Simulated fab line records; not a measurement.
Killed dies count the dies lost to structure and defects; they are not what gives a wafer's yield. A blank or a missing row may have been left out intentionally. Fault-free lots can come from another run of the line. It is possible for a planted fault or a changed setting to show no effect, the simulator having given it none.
Chamber matching / flow sky130 / pecvd-03 running SKY_PASSIVATION_CVD_00: 3 sister chambers
The step deposits SiO2, target thk 90 nm. 3 wafers are shown with their chamber, then 7 later ones without.

== WAFERS, EACH WITH ITS CHAMBER ==
wafer=L709.3; chamber=0; heater-power-w (W)=817
wafer=L711.3; chamber=2; heater-power-w (W)=696
wafer=L711.4; chamber=1; heater-power-w (W)=612

== WAFERS WITHOUT THEIR CHAMBER ==
wafer=L711.6; heater-power-w (W)=681
wafer=L714.2; heater-power-w (W)=830
wafer=L714.3; heater-power-w (W)=618
wafer=L714.5; heater-power-w (W)=689
wafer=L718.1; heater-power-w (W)=621
wafer=L718.5; heater-power-w (W)=736
wafer=L718.6; heater-power-w (W)=627

== EACH ONE'S CHAMBER ==
wafer=L711.6; from the rows above=2; in truth=2
wafer=L714.2; from the rows above=0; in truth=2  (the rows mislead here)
wafer=L714.3; from the rows above=1; in truth=1
wafer=L714.5; from the rows above=2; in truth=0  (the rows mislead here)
wafer=L718.1; from the rows above=1; in truth=1
wafer=L718.5; from the rows above=2; in truth=2
wafer=L718.6; from the rows above=1; in truth=1
Placed correctly: 5 of 7. Can't be placed from these rows: 0. Number placed wrongly: 2.
How it was worked out, from the rows above alone: a wafer's distance from a chamber is the root of the sum, over the readings, of the square of ((its reading less the chamber's mean) divided by the reading's scatter). The wafer belongs to the nearest chamber; if the next one is less than 2 further off, it can't be placed. A chamber's mean is the mean of its shown wafers. The scatter (one wafer shown for each chamber): square how far every hidden wafer sits from the nearest shown wafer, average those squares and take the square root.
